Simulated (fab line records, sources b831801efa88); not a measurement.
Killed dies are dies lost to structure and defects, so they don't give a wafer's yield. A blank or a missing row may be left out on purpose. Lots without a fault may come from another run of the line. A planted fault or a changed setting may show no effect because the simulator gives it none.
One fault seen from 2 desks | flow sky130 | each desk has only its own numbers; what lay behind them comes last

THE METROLOGY DESK
What the gauges read, lot by lot, whatever tool the lot ran on: means of the sampled wafers that have a number. A lot is out of limits, marked OUT, if its mean lies more than 4 standard deviations from the usual mean; the brackets give that distance.
Columns: A = VIA2_BOW at SKY_VIA2_BOW_MEAS_03, usual 87 um
lot  | first seen here | A
L773 | day 35 03:31    | 87
L774 | day 35 11:13    | 93
L776 | day 36 09:04    | 81
L777 | day 36 22:56    | 89
L778 | day 37 00:25    | 85
L779 | day 37 07:54    | 88
L781 | day 37 23:28    | 86
L782 | day 38 12:35    | 85
L788 | day 40 01:10    | 72
L789 | day 40 05:57    | 97
L790 | day 40 10:46    | 81
L794 | day 41 20:23    | 87
This desk's finding: nothing out of limits on any of the 12 lots.

THE TOOL OWNER'S DESK: rie_diel-03
The tool's own readings at SKY_VIA3_ETCH_14 (etches BARC in N2/H2, stops on SiO2, time 45.9 s, target depth 60 nm): means of the sampled wafers that have a number, for each lot that ran on this tool. A lot is out of limits, marked OUT, if its mean lies more than 4 standard deviations from the usual mean; the brackets give that distance.
Columns: A = drypump_motor_current_A at SKY_VIA3_ETCH_14, usual 5.5 A; B = oes_product_au at SKY_VIA3_ETCH_14, usual 0.854 a.u.; C = throttle_valve_pct at SKY_VIA3_ETCH_14, usual 13.225 %
lot  | first seen here | A   | B     | C
L773 | day 39 15:17    | 5.6 | 0.852 | 13.222
L774 | day 39 22:42    | 4.9 | 0.855 | 13.225
L777 | day 41 06:30    | 5.9 | 0.851 | 13.225
L778 | day 41 08:40    | 5.8 | 0.850 | 13.229
L779 | day 41 15:59    | 6.0 | 0.853 | 13.231
L781 | day 42 06:02    | 5.2 | 0.858 | 13.228
L788 | day 44 04:38    | 5.2 | 0.854 | 13.227
This desk's finding: nothing out of limits on any of the 7 lots.

PUT TOGETHER
The metrology desk saw nothing out of limits.
The tool owner's desk saw nothing out of limits.

WHAT THE SIMULATOR HAD PUT IN
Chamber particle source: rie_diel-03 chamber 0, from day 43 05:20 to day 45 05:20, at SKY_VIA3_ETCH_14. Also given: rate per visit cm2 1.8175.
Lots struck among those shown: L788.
